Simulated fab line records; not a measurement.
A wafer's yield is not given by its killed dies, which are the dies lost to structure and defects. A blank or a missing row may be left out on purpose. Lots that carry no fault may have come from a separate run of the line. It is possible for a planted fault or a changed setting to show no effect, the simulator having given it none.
Chamber matching -- flow sky130 -- SKY_VIA4_CMP_21 on cmp-02: 4 sister chambers
The step polishes, stops on SiO2, t overpolish 25 s, target thk 0 nm. 7 wafers are shown with their chamber, then 8 later ones without.

## WAFERS WITH THEIR CHAMBER
wafer,chamber,motor_current_A (A),time_to_endpoint_s (s)
L334.4,0,10.2,123
L335.2,3,10.0,126
L337.2,1,13.6,119
L337.5,3,9.8,125
L338.4,1,13.3,118
L338.6,2,11.2,121
L342.2,2,11.4,124

## WAFERS WITHOUT THEIR CHAMBER
wafer,motor_current_A (A),time_to_endpoint_s (s)
L342.4,9.8,120
L342.5,13.5,117
L343.1,9.7,126
L343.2,14.0,122
L343.4,11.0,122
L344.1,10.0,126
L344.3,9.6,118
L344.5,9.8,124

## THE CHAMBER EACH PASSED THROUGH
wafer,from the rows above,in truth
L342.4,can't be placed: 0 or 3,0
L342.5,1,1
L343.1,3,3
L343.2,1,1
L343.4,2,2
L344.1,can't be placed: 3 or 0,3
L344.3,can't be placed: 0 or 3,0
L344.5,can't be placed: 3 or 0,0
4 of 8 placed correctly. Unplaceable from these rows: 4, with the true chamber sitting among the candidates in 4. Placed wrongly: 0.
How it was worked out, from the rows above alone: a wafer's distance from a chamber is the root of the sum, over the readings, of the square of ((its reading less the chamber's mean) divided by the reading's scatter). The wafer belongs to the nearest chamber; if the next one is less than 2 further off, it can't be placed. For every chamber, the mean is computed from those of its wafers that are shown. How the scatter is found: for the shown wafers, subtract from each reading the mean of its chamber, square and add these, divide the total by (wafers less chambers), then take the root.
